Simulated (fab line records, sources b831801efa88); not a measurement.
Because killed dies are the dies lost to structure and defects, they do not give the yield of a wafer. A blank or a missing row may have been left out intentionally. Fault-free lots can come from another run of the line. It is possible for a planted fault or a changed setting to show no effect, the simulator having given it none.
Which tool is to blame? ; flow sky130 ; 24 lots with 72 wafers sampled at 6 steps, on a route of 708 steps

== WHAT EACH GAUGE READ, for each wafer ==
SKY_METAL2_CD_MEAS_15 targets a cd of 140 nm.
lot;measured;on;cd_nm (nm)
L074;day 34 07:35;cd_sem-01;141.6 142.0 140.6
L075;day 34 20:07;cd_sem-02;142.0 141.4 141.2
L076;day 35 04:47;cd_sem-01;140.6 140.4 140.9
L077;day 35 16:38;cd_sem-02;140.9 140.8 140.7
L078;day 36 07:13;cd_sem-02;136.7 138.1 137.5
L079;day 36 21:21;cd_sem-01;140.4 141.4 140.8
L080;day 37 02:37;cd_sem-02;138.5 138.4 141.5
L081;day 37 05:43;cd_sem-01;139.4 140.9 139.0
L082;day 37 20:38;cd_sem-01;142.5 140.9 141.8
L084;day 38 02:50;cd_sem-02;140.6 143.1 142.7
L083;day 38 05:37;cd_sem-01;141.1 139.8 142.3
L085;day 38 06:51;cd_sem-01;141.9 140.9 140.7
L086;day 38 15:26;cd_sem-02;141.8 142.8 141.0
L087;day 39 00:47;cd_sem-02;139.0 139.1 136.6
L088;day 39 05:50;cd_sem-02;141.5 139.3 137.7
L090;day 40 12:11;cd_sem-02;139.8 141.1 138.5
L091;day 40 12:10;cd_sem-01;139.9 140.2 139.5
L089;day 40 12:26;cd_sem-01;139.7 138.9 141.7
L092;day 40 13:57;cd_sem-02;143.3 143.0 141.9
L093;day 40 23:13;cd_sem-01;139.9 140.4 139.3
L094;day 41 15:09;cd_sem-02;139.7 139.0 140.3
L096;day 42 07:19;cd_sem-02;141.2 142.3 141.1
L095;day 42 07:40;cd_sem-01;137.9 139.0 138.4
L097;day 42 12:25;cd_sem-02;141.2 139.6 140.2

SKY_CAP2M_THK_MEAS_01.
lot;measured;on;CAP2M_CVD_00_THK (nm)
L074;day 38 21:59;film_metro-04;15.54 15.42 15.59
L075;day 39 10:19;film_metro-04;15.62 15.36 15.32
L076;day 39 17:58;film_metro-03;15.42 15.57 15.49
L077;day 40 04:44;film_metro-03;15.27 15.57 15.69
L078;day 40 19:31;film_metro-02;14.96 15.05 15.26
L079;day 41 09:59;film_metro-02;15.68 15.99 15.94
L080;day 41 13:26;film_metro-03;15.38 15.16 15.60
L081;day 41 20:34;film_metro-02;15.54 15.93 15.90
L082;day 42 04:16;film_metro-03;15.39 15.16 15.36
L084;day 42 12:05;film_metro-04;14.99 15.28 15.29
L083;day 42 14:22;film_metro-02;15.55 15.52 15.72
L085;day 42 14:51;film_metro-02;15.08 15.31 15.19
L086;day 43 00:49;film_metro-04;15.57 15.80 15.92
L087;day 43 05:35;film_metro-03;15.30 15.55 15.37
L088;day 43 12:01;film_metro-02;14.83 15.42 15.05
L090;day 44 15:38;film_metro-02;15.77 15.78 15.53
L091;day 44 16:13;film_metro-03;15.59 15.62 15.71
L089;day 44 16:22;film_metro-03;15.65 16.03 15.10
L092;day 44 16:38;film_metro-02;15.53 15.55 15.54
L093;day 45 00:52;film_metro-02;15.50 15.60 16.07
L094;day 45 16:09;film_metro-02;15.09 15.28 15.12
L096;day 46 06:10;film_metro-03;15.25 15.25 15.44
L095;day 46 07:04;film_metro-03;15.08 15.82 15.43
L097;day 46 10:59;film_metro-03;14.96 15.77 15.40

== EACH LOT AND THE TOOL THAT RAN IT (in order: tool; ch and the chambers of the sampled wafers; start) ==
lot;SKY_LOCAL_INTERCONNECT_STRIP_15;SKY_VIA1_CVD_21;SKY_METAL3_METAL_ETCH_18;SKY_METAL3_STRIP_19
L074;plasma_asher-04 ch 0,1, day 29 12:50;cvd_w-01 ch 0,1, day 33 04:43;rie_metal-02 ch 0,1, day 37 17:39;plasma_asher-02 ch 0, day 37 17:53
L075;plasma_asher-02 ch 0,1, day 30 03:49;cvd_w-02 ch 0,1, day 33 16:35;rie_metal-02 ch 0,1, day 38 06:13;plasma_asher-03 ch 0,1, day 38 06:23
L076;plasma_asher-02 ch 0, day 30 12:25;cvd_w-02 ch 0,1, day 34 02:00;rie_metal-02 ch 1, day 38 14:05;plasma_asher-02 ch 0, day 38 14:23
L077;plasma_asher-04 ch 0,1, day 31 00:16;cvd_w-02 ch 0, day 34 13:29;rie_metal-03 ch 0,1, day 39 02:24;plasma_asher-01 ch 0,1, day 39 02:34
L078;plasma_asher-02 ch 0,1, day 31 16:10;cvd_w-01 ch 0,1, day 35 04:22;rie_metal-03 ch 0,1, day 39 16:04;plasma_asher-01 ch 0,1, day 39 16:14
L079;plasma_asher-01 ch 0,1, day 32 05:31;cvd_w-01 ch 0,1, day 35 17:59;rie_metal-02 ch 1, day 40 06:08;plasma_asher-03 ch 0,1, day 40 06:25
L080;plasma_asher-04 ch 0,1, day 32 11:17;cvd_w-01 ch 0,1, day 36 00:01;rie_metal-04 ch 0,1, day 40 09:34;plasma_asher-01 ch 0,1, day 40 09:44
L081;plasma_asher-02 ch 0,1, day 32 15:20;cvd_w-02 ch 0,1, day 36 03:01;rie_metal-02 ch 1, day 40 17:40;plasma_asher-03 ch 0,1, day 40 18:01
L082;plasma_asher-04 ch 0,1, day 33 06:55;cvd_w-01 ch 0,1, day 36 17:52;rie_metal-04 ch 0,1, day 41 01:10;plasma_asher-03 ch 0,1, day 41 01:25
L084;plasma_asher-04 ch 0,1, day 33 12:34;cvd_w-01 ch 0,1, day 37 00:11;rie_metal-02 ch 1, day 41 09:23;plasma_asher-03 ch 0,1, day 41 09:39
L083;plasma_asher-04 ch 0,1, day 33 13:47;cvd_w-01 ch 0,1, day 37 02:40;rie_metal-03 ch 0,1, day 41 11:58;plasma_asher-01 ch 0,1, day 41 12:08
L085;plasma_asher-01 ch 0,1, day 33 16:17;cvd_w-02 ch 0,1, day 37 04:47;rie_metal-02 ch 1, day 41 12:18;plasma_asher-02 ch 0,1, day 41 12:34
L086;plasma_asher-02 ch 0,1, day 34 02:10;cvd_w-02 ch 0,1, day 37 13:46;rie_metal-04 ch 0,1, day 41 21:34;plasma_asher-02 ch 0,1, day 41 21:45
L087;plasma_asher-02 ch 0,1, day 34 11:55;cvd_w-01 ch 0,1, day 37 22:55;rie_metal-04 ch 0,1, day 42 04:05;plasma_asher-01 ch 0,1, day 42 04:14
L088;plasma_asher-01 ch 0,1, day 34 15:51;cvd_w-02 ch 0,1, day 38 03:44;rie_metal-04 ch 0,1, day 42 10:10;plasma_asher-01 ch 0,1, day 42 10:20
L090;plasma_asher-01 ch 0,1, day 36 00:46;cvd_w-02 ch 0,1, day 39 11:10;rie_metal-03 ch 0,1, day 43 14:17;plasma_asher-01 ch 0,1, day 43 14:26
L091;plasma_asher-04 ch 1, day 36 01:10;cvd_w-01 ch 0,1, day 39 11:11;rie_metal-03 ch 0,1, day 43 14:58;plasma_asher-01 ch 1, day 43 15:08
L089;plasma_asher-02 ch 0,1, day 36 01:26;cvd_w-01 ch 0,1, day 39 11:37;rie_metal-02 ch 1, day 43 15:05;plasma_asher-03 ch 0,1, day 43 15:22
L092;plasma_asher-01 ch 0,1, day 36 02:52;cvd_w-01 ch 0,1, day 39 12:57;rie_metal-03 ch 0,1, day 43 15:26;plasma_asher-02 ch 0,1, day 43 15:35
L093;plasma_asher-04 ch 0,1, day 36 12:47;cvd_w-01 ch 0,1, day 39 21:55;rie_metal-02 ch 0,1, day 43 23:55;plasma_asher-03 ch 0,1, day 44 00:09
L094;plasma_asher-04 ch 0,1, day 37 05:43;cvd_w-02 ch 0,1, day 40 14:17;rie_metal-03 ch 0,1, day 44 15:32;plasma_asher-02 ch 0,1, day 44 15:41
L096;plasma_asher-01 ch 1, day 38 00:16;cvd_w-01 ch 0,1, day 41 07:25;rie_metal-04 ch 0, day 45 06:10;plasma_asher-02 ch 0,1, day 45 06:21
L095;plasma_asher-04 ch 0, day 38 00:35;cvd_w-02 ch 0,1, day 41 07:37;rie_metal-02 ch 0, day 45 07:15;plasma_asher-02 ch 0,1, day 45 07:25
L097;plasma_asher-01 ch 0,1, day 38 04:49;cvd_w-01 ch 0,1, day 41 12:07;rie_metal-02 ch 0,1, day 45 11:17;plasma_asher-01 ch 0,1, day 45 11:27
- SKY_LOCAL_INTERCONNECT_STRIP_15: strips in O2/N2.
- SKY_VIA1_CVD_21: deposits W, target thk 270 nm, time 80.902 s.
- SKY_METAL3_METAL_ETCH_18: etches the open film in Cl2/BCl3, stops on SiO2, target depth 845 nm, time 183.1 s.
- SKY_METAL3_STRIP_19: strips in O2/N2.

== AS READ BY THE TOOLS THEMSELVES (means over the sampled wafers that have a number; for cases with no such wafer, the mark the record gives instead) ==
SKY_LOCAL_INTERCONNECT_STRIP_15.
lot;tool;drypump_motor_current_A (A);oes_product_au (a.u.);strip_time_to_endpoint_s (s)
L074;plasma_asher-04;5.7;0.427;4.722
L075;plasma_asher-02;6.0;0.427;4.687
L076;plasma_asher-02;5.9;0.427;4.710
L077;plasma_asher-04;5.7;0.422;4.714
L078;plasma_asher-02;6.0;0.423;4.693
L079;plasma_asher-01;5.2;0.424;4.738
L080;plasma_asher-04;5.8;0.424;4.717
L081;plasma_asher-02;5.9;0.425;4.696
L082;plasma_asher-04;5.8;0.427;4.731
L084;plasma_asher-04;5.7;0.430;4.708
L083;plasma_asher-04;5.8;0.424;4.720
L085;plasma_asher-01;5.2;0.424;4.695
L086;plasma_asher-02;5.9;0.424;4.717
L087;plasma_asher-02;6.0;0.424;4.724
L088;plasma_asher-01;5.1;0.425;4.717
L090;plasma_asher-01;5.1;0.429;4.743
L091;plasma_asher-04;5.9;0.425;4.719
L089;plasma_asher-02;6.0;0.424;4.712
L092;plasma_asher-01;5.1;0.428;4.728
L093;plasma_asher-04;5.8;0.419;4.693
L094;plasma_asher-04;5.8;0.422;4.695
L096;plasma_asher-01;5.2;0.426;4.724
L095;plasma_asher-04;5.5;0.429;4.702
L097;plasma_asher-01;5.1;0.428;4.728

SKY_VIA1_CVD_21.
lot;tool;heater_power_w (W)
L074;cvd_w-01;767
L075;cvd_w-02;832
L076;cvd_w-02;802
L077;cvd_w-02;800
L078;cvd_w-01;755
L079;cvd_w-01;761
L080;cvd_w-01;764
L081;cvd_w-02;830
L082;cvd_w-01;760
L084;cvd_w-01;767
L083;cvd_w-01;763
L085;cvd_w-02;832
L086;cvd_w-02;812
L087;cvd_w-01;768
L088;cvd_w-02;825
L090;cvd_w-02;787
L091;cvd_w-01;760
L089;cvd_w-01;764
L092;cvd_w-01;770
L093;cvd_w-01;761
L094;cvd_w-02;786
L096;cvd_w-01;764
L095;cvd_w-02;788
L097;cvd_w-01;766

SKY_METAL3_METAL_ETCH_18.
lot;tool;drypump_motor_current_A (A);oes_product_au (a.u.);throttle_valve_pct (%)
L074;rie_metal-02;5.5;0.870;22.254
L075;rie_metal-02;5.2;0.870;22.264
L076;rie_metal-02;5.8;0.867;22.265
L077;rie_metal-03;6.1;0.860;22.259
L078;rie_metal-03;5.9;0.867;22.272
L079;rie_metal-02;5.8;0.864;22.267
L080;rie_metal-04;5.7;0.872;22.257
L081;rie_metal-02;5.8;0.870;22.259
L082;rie_metal-04;5.8;0.867;22.269
L084;rie_metal-02;5.8;0.859;22.265
L083;rie_metal-03;6.1;0.861;22.261
L085;rie_metal-02;5.8;0.871;22.270
L086;rie_metal-04;6.0;0.866;22.261
L087;rie_metal-04;6.0;0.866;22.262
L088;rie_metal-04;5.7;0.875;22.265
L090;rie_metal-03;5.9;0.864;22.259
L091;rie_metal-03;5.9;0.871;22.262
L089;rie_metal-02;5.8;0.862;22.257
L092;rie_metal-03;6.1;0.866;22.258
L093;rie_metal-02;5.5;0.866;22.257
L094;rie_metal-03;6.1;0.868;22.271
L096;rie_metal-04;5.5;0.869;22.273
L095;rie_metal-02;4.9;0.864;22.261
L097;rie_metal-02;5.2;0.870;22.265

SKY_METAL3_STRIP_19.
lot;tool;drypump_motor_current_A (A);oes_product_au (a.u.);strip_time_to_endpoint_s (s)
L074;plasma_asher-02;5.9;0.499;6.51
L075;plasma_asher-03;5.7;0.506;6.62
L076;plasma_asher-02;5.8;0.507;6.58
L077;plasma_asher-01;5.1;0.501;6.48
L078;plasma_asher-01;5.2;0.502;6.51
L079;plasma_asher-03;5.8;0.507;6.58
L080;plasma_asher-01;5.2;0.501;6.47
L081;plasma_asher-03;5.7;0.508;6.57
L082;plasma_asher-03;6.1;0.495;6.43
L084;plasma_asher-03;5.8;0.504;6.59
L083;plasma_asher-01;5.2;0.504;6.57
L085;plasma_asher-02;5.9;0.501;6.62
L086;plasma_asher-02;6.0;0.503;6.52
L087;plasma_asher-01;5.1;0.500;6.47
L088;plasma_asher-01;5.2;0.496;6.49
L090;plasma_asher-01;5.2;0.505;6.56
L091;plasma_asher-01;5.2;0.504;6.60
L089;plasma_asher-03;6.1;0.506;6.62
L092;plasma_asher-02;6.1;0.506;6.66
L093;plasma_asher-03;6.1;0.507;6.60
L094;plasma_asher-02;6.1;0.500;6.57
L096;plasma_asher-02;6.1;0.503;6.58
L095;plasma_asher-02;6.0;0.509;6.64
L097;plasma_asher-01;5.1;0.504;6.57

== THE ANSWER, worked out from the rows above alone ==
Rule: the usual values come from the lots themselves. The widest of any qualifying gaps counts: lots, ordered by their means at a reading, are off when they make up no more than a third of the lots, leave a main group of 4 or more, and stand apart from it by 3 or more times the standard deviation of that group's means. Not used: any main group whose means are identical at the precision the tables above print for the reading. Also off: a lot with no number at a reading for which 4 or more lots have one. Where the step has rows for the other lots, those lots are counted as sound. Order of review: gauges by route order, followed by the tools' own readings, for which a lot's mean as printed above is used. The first step at which some lot is off is used, and at that step the reading that is off furthest; a lot without a number counts as furthest.
None of the lots is off at any reading shown; this tells nothing.

== WHAT THE SIMULATOR HAD PUT IN ==
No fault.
